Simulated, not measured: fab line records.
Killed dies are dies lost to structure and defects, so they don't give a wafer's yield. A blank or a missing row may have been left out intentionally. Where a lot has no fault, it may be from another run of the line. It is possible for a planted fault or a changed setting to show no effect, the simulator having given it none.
Matching of chambers :: flow sky130 :: rie-diel-01 running SKY_CONTACT_ETCH_16: 4 sister chambers
The step etches BARC in N2/H2, stops on SiO2, time 45.9 s, target depth 60 nm. 14 wafers are shown with their chamber, then 7 later ones without.

## WAFERS PAIRED WITH THEIR CHAMBERS
wafer: L078.1
chamber: 1
oes-product-au (a.u.): 0.851
throttle-valve-pct (%): 13.220

wafer: L078.2
chamber: 3
oes-product-au (a.u.): 0.852
throttle-valve-pct (%): 13.223

wafer: L078.6
chamber: 2
oes-product-au (a.u.): 0.855
throttle-valve-pct (%): 13.228

wafer: L088.3
chamber: 0
oes-product-au (a.u.): 0.849
throttle-valve-pct (%): 13.228

wafer: L088.5
chamber: 3
oes-product-au (a.u.): 0.857
throttle-valve-pct (%): 13.206

wafer: L088.6
chamber: 2
oes-product-au (a.u.): 0.856
throttle-valve-pct (%): 13.216

wafer: L087.1
chamber: 2
oes-product-au (a.u.): 0.854
throttle-valve-pct (%): 13.217

wafer: L087.2
chamber: 3
oes-product-au (a.u.): 0.854
throttle-valve-pct (%): 13.224

wafer: L087.5
chamber: 3
oes-product-au (a.u.): 0.857
throttle-valve-pct (%): 13.234

wafer: L089.1
chamber: 1
oes-product-au (a.u.): 0.845
throttle-valve-pct (%): 13.219

wafer: L089.3
chamber: 3
oes-product-au (a.u.): 0.852
throttle-valve-pct (%): 13.211

wafer: L089.6
chamber: 2
oes-product-au (a.u.): 0.856
throttle-valve-pct (%): 13.228

wafer: L091.2
chamber: 2
oes-product-au (a.u.): 0.862
throttle-valve-pct (%): 13.213

wafer: L091.5
chamber: 1
oes-product-au (a.u.): 0.856
throttle-valve-pct (%): 13.242

SIGNATURES, as means of the wafers listed above
reading: oes-product-au
chamber 0: 0.84900
chamber 1: 0.85067
chamber 2: 0.85660
chamber 3: 0.85440
scatter within a chamber: 0.00354

reading: throttle-valve-pct
chamber 0: 13.22800
chamber 1: 13.22700
chamber 2: 13.22040
chamber 3: 13.21960
scatter within a chamber: 0.0102
Rule: a wafer's distance from a chamber is the root of the sum, over the readings, of the square of ((its reading less the chamber's mean) divided by the reading's scatter). If the next closest chamber is less than 2 further off than the closest, the wafer can't be placed; otherwise it belongs to the closest. The scatter: take each reading less its chamber's mean, square it, sum over the shown wafers, divide by the number of wafers less the number of chambers, and take the root.

## WAFERS WHOSE CHAMBER IS MISSING
wafer: L091.6
oes-product-au (a.u.): 0.869
throttle-valve-pct (%): 13.219

wafer: L092.4
oes-product-au (a.u.): 0.856
throttle-valve-pct (%): 13.221

wafer: L092.5
oes-product-au (a.u.): 0.862
throttle-valve-pct (%): 13.237

wafer: L092.6
oes-product-au (a.u.): 0.857
throttle-valve-pct (%): 13.217

wafer: L094.3
oes-product-au (a.u.): 0.854
throttle-valve-pct (%): 13.217

wafer: L094.4
oes-product-au (a.u.): 0.851
throttle-valve-pct (%): 13.232

wafer: L094.5
oes-product-au (a.u.): 0.854
throttle-valve-pct (%): 13.216

## THE CHAMBER EACH PASSED THROUGH
wafer: L091.6
from the rows above: can't be placed: 2 or 3 or 1
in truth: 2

wafer: L092.4
from the rows above: can't be placed: 2 or 3 or 1 or 0
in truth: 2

wafer: L092.5
from the rows above: can't be placed: 2 or 3 or 1 or 0
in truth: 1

wafer: L092.6
from the rows above: can't be placed: 2 or 3 or 1
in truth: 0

wafer: L094.3
from the rows above: can't be placed: 3 or 2 or 1 or 0
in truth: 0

wafer: L094.4
from the rows above: can't be placed: 1 or 0 or 3 or 2
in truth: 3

wafer: L094.5
from the rows above: can't be placed: 3 or 2 or 1 or 0
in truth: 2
Correct placement for 0 of the 7. Can't be placed from these rows: 7 (the true chamber is among the candidates in 6). 0 placed wrongly.
